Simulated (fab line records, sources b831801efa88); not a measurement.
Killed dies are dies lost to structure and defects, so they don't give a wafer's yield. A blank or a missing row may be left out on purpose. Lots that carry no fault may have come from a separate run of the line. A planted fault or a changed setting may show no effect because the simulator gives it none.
Comparing a struck lot with a sound one / flow sky130 / 31 steps out of a route of 708
Sound: wafers L478.1, L478.2, L478.6. The struck wafers were L488.1, L488.5, L488.6. The cause is given at the end.
Order at every step that has rows: each side's tool, ch and its chambers, its first start. Under that, the readings that differ: sound wafers / struck wafers / difference of the means / sigmas: that difference in standard deviations of wafers without a fault.
alike: a reading whose means differ by less than 2 such deviations, as well as words and numbers matching on both sides. not compared: withheld readings; readings where some wafer has no value; bounds like >300 that might hide an equal value; numbers whose values overlap and for which the record gives no deviation.
Wherever a step has rows on one side only, a row that says differs or no value, or a row with sigmas, the two part there. Non-overlapping numbers with no deviation appear without sigmas and do not part them. A reading missing from all wafers of one side parts the sides only when that side holds two or more wafers.

first, 1 step without rows for these wafers: SKY_NWELL_IMPLANT_13.
SKY_NWELL_STRIP_14: strips in O2/N2.
  sound on plasma-asher-04 ch 0,1, day 5 00:03; struck on plasma-asher-03 ch 0,1, day 7 17:24
  alike: chamber-pressure-mTorr, drypump-motor-current-A, oes-product-au, strip-time-to-endpoint-s
  not compared: rf-hours-counter-h
SKY_NWELL_TW_MEAS_15:
  sound on film-metro-04 at day 5 00:09; struck on film-metro-02 at day 7 17:30
  alike: NWELL_TW
then, 7 steps without rows for these wafers: SKY_NWELL_DEHYDRATE_16 (time 60 s); SKY_NWELL_HMDS_17 (prime time 60 s); SKY_NWELL_COAT_18 (resist thk 3000 nm); SKY_NWELL_SOFTBAKE_19; SKY_NWELL_EXPOSE_20 (exposes mask NWM COMPLEMENT, target cd 840 nm); SKY_NWELL_PEB_21; SKY_NWELL_DEVELOP_22 (develop time 60 s).
SKY_NWELL_OVL_MEAS_23:
  sound on overlay-02 at day 5 16:58; struck on overlay-02 at day 8 13:58
  alike: NWELL_01_OVL
after that, 1 step had no rows for these wafers: SKY_NWELL_IMPLANT_24.
SKY_NWELL_STRIP_25: strips in O2/N2.
  sound on plasma-asher-03 ch 0,1, day 5 17:10; struck on plasma-asher-03 ch 0,1, day 8 14:10
reading=chamber-pressure-mTorr (mTorr); sound=1498.8 1499.8 1501.4; struck=1505.8 1502.0 1516.4; difference=+8.1; sigmas=+5
reading=oes-product-au (a.u.); sound=0.717 0.723 0.717; struck=0.861 0.914 0.846; difference=+0.155; sigmas=+35
reading=strip-time-to-endpoint-s (s); sound=36.99 37.01 36.88; struck=- - -; difference=no value on the struck wafers; sigmas=
reading=model.coat_of_NWELL_COAT_18.thk-nm (nm); sound=0 0 0; struck=2443 2434 2443; difference=+2440; sigmas=
  alike: drypump-motor-current-A
  not compared: rf-hours-counter-h
SKY_NWELL_TW_MEAS_26:
  sound on film-metro-04 at day 5 17:16; struck on film-metro-04 at day 8 14:16
  alike: NWELL_2_TW
then, 1 step without rows for these wafers: SKY_NWELL_CLEAN_27 (cleans in SC1/SC2, time 150 s).
SKY_NWELL_RTA_28: time 30 s.
  sound on rtp-anneal-02 ch 0, day 5 17:22; struck on rtp-anneal-02 ch 0, day 8 14:22
  alike: lamp-power-pct, wafer_temp_C_max
SKY_NWELL_RS_MEAS_29: uses a four-point probe to measure.
  sound on film-metro-01 at day 5 17:28; struck on film-metro-04 at day 8 14:28
  alike: NWELL_RS
SKY_NWELL_RS_MEAS_31: uses a four-point probe to measure.
  sound on film-metro-01 at day 5 17:43; struck on film-metro-04 at day 8 14:43
reading=PWDE_RS (ohm/sq); sound=5240 5243 5223; struck=5297 5255 5290; difference=+45; sigmas=+3
then, 7 steps without rows for these wafers: SKY_VT_ADJUST_HVTP_DEHYDRATE_00 (time 60 s); SKY_VT_ADJUST_HVTP_HMDS_01 (prime time 60 s); SKY_VT_ADJUST_HVTP_COAT_02 (resist thk 1140 nm); SKY_VT_ADJUST_HVTP_SOFTBAKE_03 (time 60 s); SKY_VT_ADJUST_HVTP_EXPOSE_04 (exposes mask HVTPM, target cd 380 nm); SKY_VT_ADJUST_HVTP_PEB_05; SKY_VT_ADJUST_HVTP_DEVELOP_06 (develop time 60 s).
SKY_VT_ADJUST_HVTP_CD_MEAS_07 targets a cd of 380 nm.
  sound on cd-sem-02 at day 6 12:14; struck on cd-sem-01 at day 9 11:35
  alike: cd-nm
SKY_VT_ADJUST_HVTP_OVL_MEAS_08:
  sound on overlay-02 at day 6 12:21; struck on overlay-02 at day 9 11:42
  alike: VT_ADJUST_HVTP_OVL
after that, 1 step had no rows for these wafers: SKY_VT_ADJUST_HVTP_IMPLANT_09.
SKY_VT_ADJUST_HVTP_STRIP_10: strips in O2/N2.
  sound on plasma-asher-02 ch 0,1, day 6 12:32; struck on plasma-asher-02 ch 0,1, day 9 11:53
reading=oes-product-au (a.u.); sound=0.717 0.714 0.718; struck=0.723 0.738 0.731; difference=+0.014; sigmas=+3
reading=strip-time-to-endpoint-s (s); sound=14.11 14.10 14.12; struck=50.52 50.36 50.46; difference=+36.34; sigmas=+99 or more
  alike: chamber-pressure-mTorr, drypump-motor-current-A
  not compared: rf-hours-counter-h
SKY_VT_ADJUST_HVTP_TW_MEAS_11:
  sound on film-metro-02 at day 6 12:38; struck on film-metro-02 at day 9 11:59
reading=VT_ADJUST_HVTP_TW; sound=1337 1331 1338; struck=30 30 30; difference=-1305; sigmas=-99 or more
then, 1 step without rows for these wafers: SKY_VT_ADJUST_LVTN_DEHYDRATE_00 (time 60 s).

## WHERE THEY PART
Last at SKY_VT_ADJUST_HVTP_TW_MEAS_11 as far as this record goes, first at SKY_NWELL_STRIP_25.

WHY: what had been put in by the simulator
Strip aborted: plasma-asher-03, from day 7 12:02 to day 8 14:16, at SKY_NWELL_STRIP_25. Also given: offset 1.
